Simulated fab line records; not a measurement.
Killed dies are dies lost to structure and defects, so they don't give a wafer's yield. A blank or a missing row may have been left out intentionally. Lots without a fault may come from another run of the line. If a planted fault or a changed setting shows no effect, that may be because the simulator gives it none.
The same fault as seen by 2 desks | flow sky130 | each desk holds nothing but its own numbers, with what lay behind them at the end

== FROM THE METROLOGY DESK ==
What the gauges read for every lot (on any tool): the sampled wafers with a number, averaged. Any lot whose mean is over 4 standard deviations away from the usual mean is out of limits and marked OUT; that distance is given in the brackets.
Columns: A = CONTACT_HDPCVD_THK at SKY_CONTACT_THK_MEAS_03, usual 564 nm; B = METAL1_OVL at SKY_METAL1_OVL_MEAS_16, usual 0 nm; C = METAL2_ALCU_RS at SKY_METAL2_RS_MEAS_05, usual 0.1268 ohm/sq
lot  | first seen here | A             | B   | C
L904 | day 30 22:50    | 569           | -5  | 0.1277
L906 | day 31 09:11    | 564           | -6  | 0.1274
L905 | day 31 09:50    | 569           | 2   | 0.1270
L907 | day 31 21:13    | 567           | -1  | 0.1267
L908 | day 32 09:12    | 563           | 1   | 0.1275
L912 | day 33 23:16    | 453 (-21) OUT | -5  | 0.1252
L914 | day 34 05:00    | 445 (-23) OUT | 7   | 0.1262
L915 | day 34 14:04    | 567           | 3   | 0.1264
L923 | day 37 02:01    | 569           | -7  | 0.1279
L924 | day 37 08:12    | 567           | -1  | 0.1260
L925 | day 37 10:22    | 568           | -13 | 0.1293
Per this desk, out of limits: L912, L914; the first was L912, day 33 23:16 (CONTACT_HDPCVD_THK at SKY_CONTACT_THK_MEAS_03). In limits: L904, L906, L905, L907, L908, L915, L923, L924, L925.

== DESK OF THE TOOL OWNER: hdpcvd-01 ==
The tool's own readings at SKY_CONTACT_HDPCVD_02 (deposits SiO2, target thk 565 nm, time 94.2 s): means of the sampled wafers that have a number, for each lot that ran on this tool. Any lot whose mean is over 4 standard deviations away from the usual mean is out of limits and marked OUT; that distance is given in the brackets.
Columns: A = run_length_s at SKY_CONTACT_HDPCVD_02, usual 122.1 s
lot  | first seen here | A
L904 | day 30 22:46    | 122.3
L905 | day 31 09:46    | 122.3
L907 | day 31 21:08    | 122.1
L908 | day 32 09:08    | 121.7
L912 | day 33 23:11    | 103.3 (-32) OUT
L914 | day 34 04:55    | 103.4 (-32) OUT
L924 | day 37 08:07    | 122.0
L925 | day 37 10:17    | 122.1
This desk finds L912, L914 out of limits, L912 being first, at day 33 23:11 (run_length_s at SKY_CONTACT_HDPCVD_02). In limits: L904, L905, L907, L908, L924, L925.

== PUT TOGETHER ==
The tool owner's desk could have raised an alarm at day 33 23:11, on L912, L914.
Metrology desk: alarm possible at day 33 23:16 on L912, L914.
Of the lots named, all ran SKY_CONTACT_HDPCVD_02 on hdpcvd-01.

== WHAT HAD BEEN PUT IN BY THE SIMULATOR ==
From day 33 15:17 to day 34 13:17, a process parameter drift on hdpcvd-01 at SKY_CONTACT_HDPCVD_02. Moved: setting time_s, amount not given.
Struck lots among those shown: L912, L914.
Counting hours from when the fault started, the first reading out of limits came at 8 for the tool owner's desk and at 8 for the metrology desk.
